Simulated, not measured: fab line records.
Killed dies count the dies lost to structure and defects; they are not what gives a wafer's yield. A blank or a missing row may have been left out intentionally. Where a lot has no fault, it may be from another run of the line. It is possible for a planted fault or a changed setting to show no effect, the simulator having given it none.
The same fault as seen by 2 desks -- flow gf180mcu -- each desk has only its own numbers; what lay behind them comes last

== THE TOOL OWNER'S DESK: rie diel-04 ==
The tool's own readings at GF_CONTACT_ETCH_17 (etches SiO2 in C4F8/O2/Ar, stops on CoSi2, target depth 860 nm): means of the sampled wafers that have a number, for each lot that ran on this tool. The brackets show how far a lot's mean lies from the usual mean; more than 4 standard deviations puts the lot out of limits, marked OUT.
Columns: A = oes product au at GF_CONTACT_ETCH_17, usual 0.814 a.u.
lot,first seen here,A
L534,day 16 00:00,0.813
L537,day 17 05:00,0.810
L539,day 17 21:00,0.816
L543,day 19 13:00,0.820
L546,day 20 17:00,0.818
L548,day 21 11:00,0.811
This desk found nothing out of limits on any of the 6 lots.

== METROLOGY DESK ==
What the gauges read, lot by lot, whatever tool the lot ran on: means of the sampled wafers that have a number. The brackets show how far a lot's mean lies from the usual mean; more than 4 standard deviations puts the lot out of limits, marked OUT.
Columns: A = V5_BOW at GF_V5_BOW_MEAS_05, usual 135 um; B = V5_OVL at GF_V5_OVL_MEAS_15, usual -1 nm
lot,first seen here,A,B
L534,day 26 04:26,127,-2
L535,day 26 17:07,120,-5
L537,day 27 10:44,137,4
L539,day 27 22:07,130,-2
L541,day 28 14:35,133,-2
L540,day 28 16:09,140,-9
L543,day 29 07:35,117,-2
L544,day 29 14:20,130,-5
L546,day 30 03:58,136,-1
L548,day 30 17:10,129,2
L551,day 31 13:51,139,4
L554,day 32 06:24,138,-6
L555,day 32 11:59,145,-4
L557,day 32 23:17,147,1
This desk found nothing out of limits on any of the 14 lots.

== ALL TOGETHER ==
The tool owner's desk saw nothing out of limits.
Metrology desk: nothing out of limits seen.

== WHAT WAS PUT IN BY THE SIMULATOR ==
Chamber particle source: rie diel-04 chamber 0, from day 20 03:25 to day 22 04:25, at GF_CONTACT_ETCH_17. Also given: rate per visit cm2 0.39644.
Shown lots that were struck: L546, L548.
